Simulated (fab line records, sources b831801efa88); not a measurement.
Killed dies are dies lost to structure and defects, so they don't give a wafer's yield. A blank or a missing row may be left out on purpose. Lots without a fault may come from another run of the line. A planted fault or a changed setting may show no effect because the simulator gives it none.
A struck lot beside a sound one | flow sfq_line | 13 steps out of a route of 325
Sound: wafers L326.1, L326.2, L326.5. Struck: wafers L314.2, L314.4, L314.6. The cause comes at the end.
At each step with rows: each side's tool, then ch and its chambers, then its first start. Under that, the readings that differ: sound wafers | struck wafers | difference of the means | sigmas: that difference in standard deviations of wafers without a fault.
alike: readings whose means differ by less than 2 such deviations, and words and numbers that are the same on both sides. not compared: withheld readings, readings that some wafer has no value for, bounds like >300 that may hide the same value, and numbers for which the record gives no deviation and whose values overlap.
The two part at a step that has a row with sigmas, a row that says differs or no value, or rows on one side only. Numbers that don't overlap but have no deviation are shown without sigmas and don't part them. A reading that every wafer of one side lacks parts them only if that side has two wafers or more.

SFQ_TRILAYER_I0_VIA_BARC_OPEN_VIA_ETCH_046: etches BARC in O2, target depth 125 nm, time 41.7 s.
  sound on rie_diel-01 ch 0,2, day 25 22:28; struck on rie_diel-01 ch 0,1,3, day 21 14:53
  alike: drypump_motor_current_A, oes_product_au
  not compared: rf_hours_counter_h
SFQ_TRILAYER_I0_VIA_ETCH_VIA_ETCH_034: etches SiO2 in CHF3, stops on Nb, target depth 260 nm.
  sound on rie_diel-01 ch 0,2, day 25 22:30; struck on rie_diel-01 ch 0,1,3, day 21 14:55
  alike: drypump_motor_current_A, oes_product_au
SFQ_TRILAYER_I0_VIA_STRIP_STRIP_035: strips in O2.
  sound on rie_metal-02 ch 0,1, day 25 22:37; struck on rie_metal-01 ch 0, day 21 15:02
  alike: drypump_motor_current_A, oes_product_au
  not compared: rf_hours_counter_h
then, 2 steps without rows for these wafers: SFQ_TRILAYER_I0_VIA_STRIP_SOLV_CLEAN_036 (cleans in NMP, time 600 s); SFQ_TRILAYER_M1_DEP_PRE_CLEAN_038 (time 22.5 s).
SFQ_TRILAYER_M1_DEP_SPUTTER_037: material Nb, target thk 200 nm, time 133.3 s.
  sound on pvd_sputter-03, day 25 23:25; struck on pvd_sputter-06, day 21 15:52
  alike: chamber_pressure_pa, throttle_valve_pct
SFQ_M1_RS_MEAS_909: measures by four-point-probe.
  sound on film_metro-03, day 25 23:31; struck on film_metro-01, day 21 15:58
  alike: M1_NB_RS
then, 4 steps without rows for these wafers: SFQ_TRILAYER_M1_LITHO_COAT_044 (resist thk 62 nm); SFQ_TRILAYER_M1_LITHO_COAT_039 (resist thk 600 nm); SFQ_TRILAYER_M1_LITHO_SOFTBAKE_043; SFQ_TRILAYER_M1_LITHO_EXPOSE_040 (exposes mask M1, target cd 500 nm).
-- the record jumps here: 7 days lie between the struck wafers' starts before and after --
SFQ_TRILAYER_M1_LITHO_PEB_042: peb time 60 s.
  sound on litho_track-04 ch 0, day 32 22:12; struck on litho_track-03, day 28 07:29
  no value came back on the struck wafers for chill_plate_temp_C (C), exhaust_pa (Pa), plate_temp_C (C); on the sound wafers chill_plate_temp_C (C) reads 23.16 23.09 23.12
then, 1 step without rows for these wafers: SFQ_TRILAYER_M1_LITHO_DEVELOP_041 (time 60 s).

WHERE THEY PART
Only at SFQ_TRILAYER_M1_LITHO_PEB_042, within this record.

WHY: what the simulator had put in
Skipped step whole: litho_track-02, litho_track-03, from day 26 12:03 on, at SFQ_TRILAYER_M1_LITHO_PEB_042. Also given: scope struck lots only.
